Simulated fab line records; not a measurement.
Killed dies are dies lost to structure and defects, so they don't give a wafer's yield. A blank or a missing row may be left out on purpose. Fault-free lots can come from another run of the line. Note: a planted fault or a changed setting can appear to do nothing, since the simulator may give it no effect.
fab line records    flow sky130
record: lots: 6  wafers: 18  lastDay: 50
route steps=708 shown PWDE@46 NWELL@56 PAD_OPEN@708
lots with no fault: from the same line, run without faults
startH: hours from the record's opening day to when the first of the lot's shown wafers began    waitH: hours since the lot's step before    " repeats the value in the row above    L1.1+2: one row covering several wafers at once    - either no value or no given start    * or withheld: withheld    < > ~ a bound
route shown NAME@n: NAME is a module with steps in the file, n the number in the route of the first one    usual: mean and standard deviation over wafers with no fault    same: alike in all rows    chamber/n: place in a boat    sites: the reading at each site    _std_site: standard deviation across them    _edge_site: outer sites' mean less inner sites'    radiusMm: for every site, how far away it sits from the centre of the wafer    mask NAME#n: copy n    behind: tool/chamber where the wafer was last shaped    hold: why the lot was held/for how many hours/how that ended    device: transistor that didn't switch, given as n, p or np    end of line: at the end of the route, the tests of the same wafers    a step with no rows: only its recipe    killed: at the first sort, the dies lost to defects and structure; wafer yield is something else    map: a wafer's dies, marking killed ones x, the rest . and places with no die _
set.NAME: setting as actually run; set.NAME@STEP: the setting as run at that earlier step    model.NAME: the simulator's own value behind a step, which no gauge read
lots at some steps of the route; a table a step, a row a wafer
services: when a tool's chamber went out of use (startH, in hours from the record's first day, below 0 if earlier), for how many hours, and the reason
== steps ==
step: SKY_PWDE_HMDS_01
recipe: primeTimeS: 60  primeTempC: 120
step: SKY_PWDE_COAT_02
recipe: spinRpm: 2000  resistThkNm: 3000
step: SKY_PWDE_SOFTBAKE_03
recipe: tempC: 110  timeS: withheld
step: SKY_PWDE_EXPOSE_04
recipe: maskId: PWDEM  na: 0.6  sourceShape: conventional  sigmaOuter: 0.6  polarization: unpolarized  targetCdNm: 840  doseMj: 214
step: SKY_PWDE_PEB_05
recipe: tempC: 115  timeS: withheld
step: SKY_PWDE_DEVELOP_06
recipe: wallAngleDeg: 90  developer: TMAH  developTimeS: 60  devTempC: 23
step: SKY_PWDE_OVL_MEAS_07
usual: PWDE_OVL: 0.0/1.4
lot.wafer  tool        chamber  startH  waitH  PWDE_OVL[nm]
L603.2     overlay-01  -        118.61  -      0.8
L603.5     "           -        "       "      2.7
L603.6     "           -        "       "      1.4
L607.2     overlay-01  -        138.16  -      -1.6
L607.4     "           -        "       "      1.2
L607.5     "           -        "       "      -0.3
L609.1     overlay-02  -        146.35  -      -0.3
L609.3     "           -        "       "      0.1
L609.6     "           -        "       "      -0.1
L616.2     overlay-01  -        200.66  -      0.4
L616.3     "           -        "       "      -0.4
L616.5     "           -        "       "      0.2
L617.1     overlay-02  -        206.85  -      0.6
L617.3     "           -        "       "      1.5
L617.5     "           -        "       "      -0.6
L618.1     overlay-01  -        207.80  -      -1.2
L618.3     "           -        "       "      -3.0
L618.6     "           -        "       "      -1.5
step: SKY_PWDE_IMPLANT_08
recipe: species: B  energyKev: 150  doseCm2: 3.6e+12  tiltDeg: withheld
step: SKY_PWDE_STRIP_09
recipe: chemistry: O2/N2  powerW: 1400  pressureMtorr: 1500  platenTempC: withheld  o2FlowSccm: 3000  n2FlowSccm: 300  overashFraction: 0.5
usual: drypumpMotorCurrentA: 5.7/0.31  oesProductAu: 0.722/0.0047  stripTimeToEndpointS: 36.93/0.12
lot.wafer  tool            chamber  startH  waitH  drypumpMotorCurrentA  oesProductAu  rfHoursCounterH  stripTimeToEndpointS
L603.2     plasmaAsher-04  1        118.79  0.1    5.9                   0.718         31               37.00
L603.5     "               1        "       "      5.9                   0.728         -                36.98
L603.6     "               0        "       "      5.6                   0.723         -                37.05
L607.2     plasmaAsher-01  1        138.34  0.1    6.4                   0.721         2                36.93
L607.4     "               1        "       "      6.4                   0.729         -                36.98
L607.5     "               1        "       "      6.3                   0.729         -                37.03
L609.1     plasmaAsher-01  0        146.54  0.1    5.8                   0.729         3                36.88
L609.3     "               1        "       "      6.3                   0.727         -                36.68
L609.6     "               0        "       "      5.8                   0.727         -                36.72
L616.2     plasmaAsher-02  1        200.84  0.1    5.4                   0.715         49               36.91
L616.3     "               0        "       "      5.5                   0.713         -                36.94
L616.5     "               1        "       "      5.4                   0.718         -                37.01
L617.1     plasmaAsher-02  0        207.04  0.1    5.5                   0.710         50               36.92
L617.3     "               1        "       "      5.4                   0.720         -                36.82
L617.5     "               0        "       "      5.5                   0.723         -                36.90
L618.1     plasmaAsher-04  1        207.99  0.1    5.9                   0.713         40               36.97
L618.3     "               1        "       "      5.9                   0.724         -                36.90
L618.6     "               1        "       "      5.9                   0.715         -                36.97
step: SKY_PWDE_TW_MEAS_10
usual: PWDE_TW: 373/4.1
lot.wafer  tool          chamber  startH  waitH  PWDE_TW
L603.2     filmMetro-01  -        118.90  0.1    378
L603.5     "             -        "       "      376
L603.6     "             -        "       "      375
L607.2     filmMetro-01  -        138.45  0.1    377
L607.4     "             -        "       "      375
L607.5     "             -        "       "      377
L609.1     filmMetro-03  -        146.64  0.1    371
L609.3     "             -        "       "      370
L609.6     "             -        "       "      371
L616.2     filmMetro-01  -        200.95  0.1    378
L616.3     "             -        "       "      379
L616.5     "             -        "       "      380
L617.1     filmMetro-02  -        207.14  0.1    365
L617.3     "             -        "       "      368
L617.5     "             -        "       "      366
L618.1     filmMetro-02  -        208.09  0.1    366
L618.3     "             -        "       "      368
L618.6     "             -        "       "      368
step: SKY_NWELL_DEHYDRATE_03
recipe: tempC: 200  timeS: 60
step: SKY_NWELL_HMDS_04
recipe: primeTimeS: 60  primeTempC: 120
step: SKY_NWELL_COAT_05
recipe: spinRpm: 2000  resistThkNm: 3000
usual: resistLineTempC: 23.03/0.11  spinSpeedRpm: 2000.1/1.4
lot.wafer  tool           chamber  startH  waitH  resistLineTempC  spinSpeedRpm  model.coat_of_NWELL_COAT_05.thkNm
L603.2     lithoTrack-04  0        127.37  0.1    23.15            1999.6        3001
L603.5     "              0        "       "      23.15            1998.9        2996
L603.6     "              0        "       "      23.14            2002.5        2997
L607.2     lithoTrack-04  0        147.67  0.1    22.97            2187.2        2856
L607.4     "              0        "       "      22.85            2189.4        2855
L607.5     "              0        "       "      22.82            2187.9        2864
L609.1     lithoTrack-04  0        155.39  0.1    23.06            2189.1        2865
L609.3     "              0        "       "      22.99            2189.9        2868
L609.6     "              0        "       "      23.04            2187.0        2867
L616.2     lithoTrack-03  0        211.18  0.1    22.82            2000.9        3010
L616.3     "              0        "       "      22.98            2000.6        3000
L616.5     "              0        "       "      22.90            2000.9        2987
L617.1     lithoTrack-04  0        217.24  0.1    23.21            1998.5        2996
L617.3     "              0        "       "      23.12            1999.7        2996
L617.5     "              0        "       "      23.16            2001.3        3003
L618.1     lithoTrack-04  0        218.19  0.1    23.10            2001.9        3000
L618.3     "              0        "       "      23.06            2001.4        2992
L618.6     "              0        "       "      23.10            2001.0        2998
step: SKY_NWELL_SOFTBAKE_06
recipe: tempC: 110  timeS: withheld
step: SKY_NWELL_EXPOSE_07
recipe: maskId: NWM  na: 0.6  sourceShape: conventional  sigmaOuter: 0.6  polarization: unpolarized  targetCdNm: 840  doseMj: 255
step: SKY_NWELL_PEB_08
recipe: tempC: 115  timeS: withheld
step: SKY_NWELL_DEVELOP_09
recipe: wallAngleDeg: 90  developer: TMAH  developTimeS: 60  devTempC: 23
usual: resistLineTempC: 23.02/0.094
lot.wafer  tool           chamber  startH  waitH  resistLineTempC  model.coat_of_NWELL_COAT_05.thkNm
L603.2     lithoTrack-04  0        -       -      23.02            2996
L603.5     "              0        "       "      23.03            2992
L603.6     "              0        "       "      22.99            2992
L607.2     lithoTrack-03  0        -       -      22.90            2852
L607.4     "              0        "       "      23.09            2851
L607.5     "              0        "       "      23.03            2859
L609.1     lithoTrack-02  0        -       -      23.02            2860
L609.3     "              0        "       "      22.98            2863
L609.6     "              0        "       "      22.95            2862
L616.2     lithoTrack-04  0        -       -      23.04            3006
L616.3     "              0        "       "      23.06            2996
L616.5     "              0        "       "      23.09            2983
L617.1     lithoTrack-03  0        -       -      23.06            2992
L617.3     "              0        "       "      23.06            2992
L617.5     "              0        "       "      22.87            2999
L618.1     lithoTrack-02  0        -       -      22.95            2996
L618.3     "              0        "       "      22.95            2988
L618.6     "              0        "       "      23.16            2994
step: SKY_NWELL_OVL_MEAS_10
usual: NWELL_00_OVL: 1.1/1.6
lot.wafer  tool        chamber  startH  waitH  NWELL_00_OVL[nm]
L603.2     overlay-01  -        137.35  -      2.0
L603.5     "           -        "       "      1.6
L603.6     "           -        "       "      1.6
L607.2     overlay-01  -        156.86  -      2.1
L607.4     "           -        "       "      0.2
L607.5     "           -        "       "      1.0
L609.1     overlay-02  -        164.55  -      2.0
L609.3     "           -        "       "      -0.2
L609.6     "           -        "       "      1.8
L616.2     overlay-01  -        222.25  -      1.5
L616.3     "           -        "       "      1.8
L616.5     "           -        "       "      -0.3
L617.1     overlay-02  -        228.20  -      3.0
L617.3     "           -        "       "      2.3
L617.5     "           -        "       "      2.5
L618.1     overlay-02  -        229.25  -      -0.7
L618.3     "           -        "       "      -1.5
L618.6     "           -        "       "      -1.6
step: SKY_NWELL_IMPLANT_11
recipe: species: P  energyKev: 400  doseCm2: 1.9e+13  tiltDeg: withheld
step: SKY_NWELL_IMPLANT_12
recipe: species: P  energyKev: 120  doseCm2: 1.3e+12  tiltDeg: withheld
step: SKY_NWELL_IMPLANT_13
recipe: species: P  energyKev: 50  doseCm2: 7e+11  tiltDeg: withheld
step: SKY_NWELL_STRIP_14
recipe: chemistry: O2/N2  powerW: 1400  pressureMtorr: 1500  platenTempC: withheld  o2FlowSccm: 3000  n2FlowSccm: 300  overashFraction: 0.5
usual: drypumpMotorCurrentA: 5.7/0.32  oesProductAu: 0.722/0.0046  stripTimeToEndpointS: 36.90/0.12
lot.wafer  tool            chamber  startH  waitH  drypumpMotorCurrentA  oesProductAu  rfHoursCounterH  stripTimeToEndpointS
L603.2     plasmaAsher-03  0        137.83  0.1    5.5                   0.723         46               36.93
L603.5     "               0        "       "      5.5                   0.720         -                36.87
L603.6     "               1        "       "      5.4                   0.726         -                36.87
L607.2     plasmaAsher-01  1        157.34  0.1    6.3                   0.725         4                35.25
L607.4     "               1        "       "      6.4                   0.721         -                35.24
L607.5     "               1        "       "      6.3                   0.725         -                35.34
L609.1     plasmaAsher-01  1        165.04  0.1    6.3                   0.715         4                35.35
L609.3     "               1        "       "      6.3                   0.725         -                35.39
L609.6     "               1        "       "      6.3                   0.724         -                35.38
L616.2     plasmaAsher-01  0        222.73  0.1    5.8                   0.721         10               37.03
L616.3     "               1        "       "      6.3                   0.726         -                36.90
L616.5     "               1        "       "      6.3                   0.718         -                36.76
L617.1     plasmaAsher-01  1        228.69  0.1    6.3                   0.719         10               36.88
L617.3     "               0        "       "      5.8                   0.714         -                36.87
L617.5     "               0        "       "      5.8                   0.731         -                36.95
L618.1     plasmaAsher-01  1        229.74  0.1    6.4                   0.726         10               36.90
L618.3     "               0        "       "      5.8                   0.723         -                36.82
L618.6     "               1        "       "      6.3                   0.725         -                36.89
step: SKY_NWELL_TW_MEAS_15
usual: NWELL_TW: 1812/17
lot.wafer  tool          chamber  startH  waitH  NWELL_TW
L603.2     filmMetro-01  -        137.94  0.1    1834
L603.5     "             -        "       "      1837
L603.6     "             -        "       "      1843
L607.2     filmMetro-03  -        157.45  0.1    1823
L607.4     "             -        "       "      1818
L607.5     "             -        "       "      1810
L609.1     filmMetro-03  -        165.14  0.1    1808
L609.3     "             -        "       "      1814
L609.6     "             -        "       "      1805
L616.2     filmMetro-03  -        222.84  0.1    1812
L616.3     "             -        "       "      1815
L616.5     "             -        "       "      1822
L617.1     filmMetro-03  -        228.79  0.1    1832
L617.3     "             -        "       "      1830
L617.5     "             -        "       "      1839
L618.1     filmMetro-02  -        229.84  0.1    1804
L618.3     "             -        "       "      1809
L618.6     "             -        "       "      1808
step: SKY_PAD_OPEN_PROBE_99
usual: killed_at_M0_to_M3: 44/7.1  killed_at_M4_up: 3.0/1.9  killedAtContacts: 25/5.6  killedAtFrontEnd: 14/4.1  killedAtOther: 0.2/0.44  killedDies: 86/9.1  killedOpen: 47/7.4  killedShort: 39/5.7
same: grossDies: 492  killedAtBackSide: 0
lot.wafer  tool       chamber  startH   waitH  killed_at_M0_to_M3  killed_at_M4_up  killedAtContacts  killedAtFrontEnd  killedAtOther  killedDies  killedOpen  killedShort  model.etest.resNwell.widthNm
L603.2     prober-02  -        1124.51  0.1    53                  3                28                16                1              101         60          41           826
L603.5     prober-02  -        1124.66  0.2    44                  1                26                12                2              85          48          37           831.2
L603.6     prober-02  -        1124.71  0.2    44                  2                22                12                0              80          44          36           825.4
L607.2     prober-02  -        1143.25  0.1    48                  2                28                12                0              90          44          46           857
L607.4     prober-02  -        1143.35  0.2    48                  3                32                3                 1              87          45          42           854.7
L607.5     prober-02  -        1143.40  0.2    46                  2                28                15                0              91          51          40           851.2
L609.1     prober-01  -        1160.67  0.1    34                  3                22                10                1              70          32          38           846.4
L609.3     prober-01  -        1160.77  0.2    35                  0                19                14                0              68          33          35           848.4
L609.6     prober-01  -        1160.92  0.2    43                  1                22                13                0              79          36          43           849.8
L617.1     prober-02  -        1204.32  0.1    48                  3                21                13                0              85          44          41           836.9
L617.3     prober-02  -        1204.42  0.2    50                  2                28                20                0              100         57          43           832.5
L617.5     prober-02  -        1204.52  0.2    46                  3                27                16                0              92          57          35           829.1
L616.2     prober-01  -        1206.11  0.1    53                  3                16                17                0              89          42          47           831.8
L616.3     prober-01  -        1206.16  0.2    42                  2                23                13                0              80          45          35           839.2
L616.5     prober-01  -        1206.26  0.2    41                  0                18                13                0              72          39          33           829.1
L618.1     prober-02  -        1208.20  0.1    44                  1                24                26                0              95          55          40           841.5
L618.3     prober-02  -        1208.30  0.2    44                  5                16                20                0              85          46          39           843.6
L618.6     prober-02  -        1208.45  0.2    46                  1                25                16                0              88          51          37           843
killed by level:class
L603.2 CONTACT:geometricParticle:open=14 VIA1:geometricParticle:open=13 VIA2:geometricParticle:open=10 CONTACT:geometricParticle:short=8 METAL1:geometricParticle:short=7 VIA3:geometricParticle:open=7 FIELD_ISO:geometricParticle:open=6 METAL2:geometricParticle:short=5
L603.5 VIA1:geometricParticle:open=10 LI_CONTACT:geometricParticle:open=9 METAL2:geometricParticle:short=8 VIA2:geometricParticle:open=7 CONTACT:geometricParticle:open=6 CONTACT:geometricParticle:short=6 VIA3:geometricParticle:open=5 VIA1:geometricParticle:short=4
L603.6 LI_CONTACT:geometricParticle:open=10 VIA2:geometricParticle:open=9 VIA1:geometricParticle:open=8 CONTACT:geometricParticle:open=6 VIA1:geometricParticle:short=6 METAL3:geometricParticle:short=5 FIELD_ISO:geometricParticle:short=4 CONTACT:geometricParticle:short=4
L607.2 CONTACT:geometricParticle:open=9 VIA3:geometricParticle:open=8 LI_CONTACT:geometricParticle:open=7 CONTACT:geometricParticle:short=6 VIA1:geometricParticle:open=6 METAL2:geometricParticle:short=6 VIA2:geometricParticle:open=6 LOCAL_INTERCONNECT:geometricParticle:short=5
L607.4 LI_CONTACT:geometricParticle:open=10 CONTACT:geometricParticle:open=10 METAL2:geometricParticle:short=8 VIA3:geometricParticle:open=8 VIA1:geometricParticle:short=6 VIA1:geometricParticle:open=6 VIA2:geometricParticle:short=5 LOCAL_INTERCONNECT:geometricParticle:short=5
L607.5 VIA1:geometricParticle:open=14 CONTACT:geometricParticle:open=9 VIA2:geometricParticle:open=8 CONTACT:geometricParticle:short=7 FIELD_ISO:geometricParticle:open=5 LI_CONTACT:geometricParticle:open=5 VIA1:geometricParticle:short=5 FIELD_ISO:geometricParticle:short=4
L609.1 METAL2:geometricParticle:short=8 CONTACT:geometricParticle:open=8 VIA1:geometricParticle:open=7 CONTACT:geometricParticle:short=6 LI_CONTACT:geometricParticle:open=4 METAL1:geometricParticle:short=4 VIA2:geometricParticle:open=4 VIA3:geometricParticle:open=4
L609.3 CONTACT:geometricParticle:open=8 VIA1:geometricParticle:open=6 FIELD_ISO:geometricParticle:short=5 METAL1:geometricParticle:short=5 VIA1:geometricParticle:short=4 LI_CONTACT:geometricParticle:open=4 VIA2:geometricParticle:open=4 VIA3:geometricParticle:short=4
L609.6 VIA1:geometricParticle:open=11 CONTACT:geometricParticle:short=8 VIA3:geometricParticle:open=6 VIA1:geometricParticle:short=6 METAL2:geometricParticle:short=6 FIELD_ISO:geometricParticle:short=5 METAL1:geometricParticle:short=5 CONTACT:geometricParticle:open=5
L617.1 VIA1:geometricParticle:open=9 LI_CONTACT:geometricParticle:open=6 CONTACT:geometricParticle:open=6 METAL1:geometricParticle:short=6 LOCAL_INTERCONNECT:geometricParticle:short=5 VIA2:geometricParticle:short=5 VIA3:geometricParticle:open=5 POLY_GATE:geometricParticle:open=4
L617.3 VIA1:geometricParticle:open=11 CONTACT:geometricParticle:open=11 VIA2:geometricParticle:open=8 FIELD_ISO:geometricParticle:short=6 VIA3:geometricParticle:open=6 LI_CONTACT:geometricParticle:open=6 VIA3:geometricParticle:short=6 METAL2:geometricParticle:short=5
L617.5 LI_CONTACT:geometricParticle:open=12 CONTACT:geometricParticle:open=11 VIA1:geometricParticle:open=8 METAL1:geometricParticle:short=7 VIA3:geometricParticle:open=7 VIA2:geometricParticle:open=7 FIELD_ISO:geometricParticle:open=5 VIA2:geometricParticle:short=4
L616.2 METAL2:geometricParticle:short=12 METAL1:geometricParticle:short=11 VIA1:geometricParticle:open=9 VIA3:geometricParticle:open=8 POLY_GATE:geometricParticle:short=5 CONTACT:geometricParticle:short=5 VIA2:geometricParticle:open=5 FIELD_ISO:geometricParticle:open=4
L616.3 CONTACT:geometricParticle:open=10 VIA1:geometricParticle:open=8 CONTACT:geometricParticle:short=7 VIA1:geometricParticle:short=7 LI_CONTACT:geometricParticle:open=6 METAL2:geometricParticle:short=4 VIA2:geometricParticle:open=4 VIA3:geometricParticle:open=4
L616.5 CONTACT:geometricParticle:open=8 VIA1:geometricParticle:open=6 VIA3:geometricParticle:open=6 METAL1:geometricParticle:short=5 VIA1:geometricParticle:short=5 METAL2:geometricParticle:short=5 VIA2:geometricParticle:open=5 FIELD_ISO:geometricParticle:open=4
L618.1 FIELD_ISO:geometricParticle:open=12 VIA1:geometricParticle:open=12 CONTACT:geometricParticle:open=8 FIELD_ISO:geometricParticle:short=6 METAL2:geometricParticle:short=6 LI_CONTACT:geometricParticle:short=5 LI_CONTACT:geometricParticle:open=5 LOCAL_INTERCONNECT:geometricParticle:short=5
L618.3 VIA1:geometricParticle:open=13 METAL2:geometricParticle:short=9 FIELD_ISO:geometricParticle:short=6 VIA3:geometricParticle:open=6 LI_CONTACT:geometricParticle:open=6 FIELD_ISO:geometricParticle:open=4 CONTACT:geometricParticle:open=4 METAL1:geometricParticle:short=4
L618.6 VIA1:geometricParticle:open=15 VIA2:geometricParticle:open=9 CONTACT:geometricParticle:open=8 LI_CONTACT:geometricParticle:open=5 CONTACT:geometricParticle:short=5 METAL2:geometricParticle:short=5 FIELD_ISO:geometricParticle:open=4 POLY_GATE:geometricParticle:open=4
== services ==
tool            chamber  startH  hours  kind
plasmaAsher-01  -        108.75  9.0    pm
plasmaAsher-01  0        108.75  9.0    ventCycle
plasmaAsher-01  1        108.75  9.0    ventCycle
plasmaAsher-01  0        117.75  -      clean
plasmaAsher-01  1        117.75  -      clean
== key ==
firstSign: step: SKY_NWELL_COAT_05  reading: spinSpeedRpm  direction: up  sigmas: 99+  usual: 2000.1  struck: 2188.4
effect: step: SKY_NWELL_STRIP_14  reading: stripTimeToEndpointS  direction: down  sigmas: 13  usual: *  struck: *
modelEffect: step: SKY_NWELL_COAT_05  value: coat_of_NWELL_COAT_05.thkNm  without: 2994  struck: 2862
modelEffect: step: SKY_NWELL_DEVELOP_09  value: coat_of_NWELL_COAT_05.thkNm  without: 2989  struck: 2858
modelEffect: step: SKY_PAD_OPEN_PROBE_99  value: etest.resNwell.widthNm  without: 838.7  struck: 851.2
metAt SKY_NWELL_COAT_05
struckWafers L607.2,L607.4,L607.5,L609.1,L609.3,L609.6
testerLeftOut L607,L609
onsetBetween 127.37 147.67
fault: kind: processParameterDrift  tool: lithoTrack-04  chamber: -  onsetH: 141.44  steps: SKY_NWELL_COAT_05  channel: spinRpm  offset: 187.65  shape: step  endH: 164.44  actsIn: theseRecipesOnly  stated: 2000
testerLeftOut: of these lots the tester's yield and bins aren't shown, on N5 and GAA mostly nor the transistor test; their killed dies are dies lost to structure and defects alone, not to doping, threshold or leakage, so they don't give the yield
